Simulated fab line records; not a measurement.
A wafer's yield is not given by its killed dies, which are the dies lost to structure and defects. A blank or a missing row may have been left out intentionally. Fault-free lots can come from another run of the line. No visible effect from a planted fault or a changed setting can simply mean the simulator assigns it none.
Lot-split experiment	flow sky130	on a route of 708 steps: 5 lots, 23 wafers read

== ON THE SPLIT ==
At SKY_METAL1_SPUTTER_03 (material Ti, target thk 5 nm, time 3.3 s), the setting timeS was moved away from the recipe's 3.3 s on 7 of the 23 wafers read, by -14.0% to -8.0%. The other wafers ran this setting at the recipe's value.

The reading comes from the split's own step.

== THE READING ==
Ti_of_METAL1_SPUTTER_03.thkNm (the simulator's own value, which no gauge read), in nm, at SKY_METAL1_SPUTTER_03 (material Ti, target thk 5 nm, time 3.3 s). The file gives no usual value for it. Across the 16 wafers here that went through the recipe, the average is 5.035 nm and the standard deviation 0.12 nm.

wafer	tool, chamber at the split	timeS as run, s	against the recipe	Ti_of_METAL1_SPUTTER_03.thkNm, nm	against lot-mates on the recipe
L074.1	pvdSputter-03, -	3.036	-8.0%	4.708	-0.278
L074.2	pvdSputter-03, -	3.036	-8.0%	4.457	-0.529
L074.3	pvdSputter-03, -	3.3	recipe	5.024	-
L074.4	pvdSputter-03, -	3.3	recipe	5.007	-
L074.6	pvdSputter-03, -	3.3	recipe	4.926	-
L077.1	pvdSputter-03, -	3.3	recipe	4.994	-
L077.2	pvdSputter-03, -	3.3	recipe	4.934	-
L077.4	pvdSputter-03, -	3.3	recipe	5.017	-
L077.5	pvdSputter-03, -	3.3	recipe	4.815	-
L077.6	pvdSputter-03, -	3.3	recipe	4.928	-
L081.1	pvdSputter-03, -	3.3	recipe	5.103	-
L081.2	pvdSputter-03, -	3.031	-8.2%	4.507	-0.519
L081.3	pvdSputter-03, -	3.3	recipe	4.942	-
L081.4	pvdSputter-03, -	3.031	-8.2%	4.623	-0.403
L081.5	pvdSputter-03, -	3.3	recipe	5.033	-
L084.2	pvdSputter-03, -	3.3	recipe	5.299	-
L084.3	pvdSputter-03, -	3.3	recipe	5.271	-
L084.4	pvdSputter-03, -	2.838	-14.0%	4.507	-0.778
L084.5	pvdSputter-03, -	2.838	-14.0%	4.338	-0.947
L084.6	pvdSputter-03, -	2.838	-14.0%	4.697	-0.588
L085.1	pvdSputter-04, -	3.3	recipe	5.096	-
L085.3	pvdSputter-04, -	3.3	recipe	5.019	-
L085.6	pvdSputter-04, -	3.3	recipe	5.154	-

THE FIT
A straight line over all 23 wafers: Ti_of_METAL1_SPUTTER_03.thkNm changes by +0.0423 nm for each +1% of timeS; r = +0.85; the points scatter about the line by 0.14 nm.
The same after taking each lot's own level away (the mean of its wafers on the recipe; 23 wafers): +0.0547 nm for each +1%; r = +0.96; scatter 0.087 nm.
That fit puts the effect of the largest move of timeS on the reading at 0.77 nm.
The span of the lots' own levels, 4.9376 to 5.2850 nm, comes to 2.8 times the standard deviation stated above.
Hence the slope depends on the lot-to-lot level, as the two fits are not the same.
Check: -0.76 nm against its lot-mates is what the line predicts for one of the wafers moved furthest among these (-14.0%) when that wafer is left out of the fit. Against them it came out at -0.778 nm.

== OTHER SPLITS ON THESE WAFERS ==
Before the reading, these wafers also passed through other splits. Each is held against what the fit with the lots' levels taken away leaves over:
other split on the same wafers	wafers away from the commonest value	r with Ti_of_METAL1_SPUTTER_03.thkNm (lot level and that fit taken away)
SKY_CONTACT_HDPCVD_02 timeS	8	-0.05
SKY_CONTACT_CVD_24 pressureTorr	15	+0.05

== THE FILE'S OWN FIT ==
Ti_of_METAL1_SPUTTER_03.thkNm changes by +0.0545 nm for each +1% of timeS, r = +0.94.
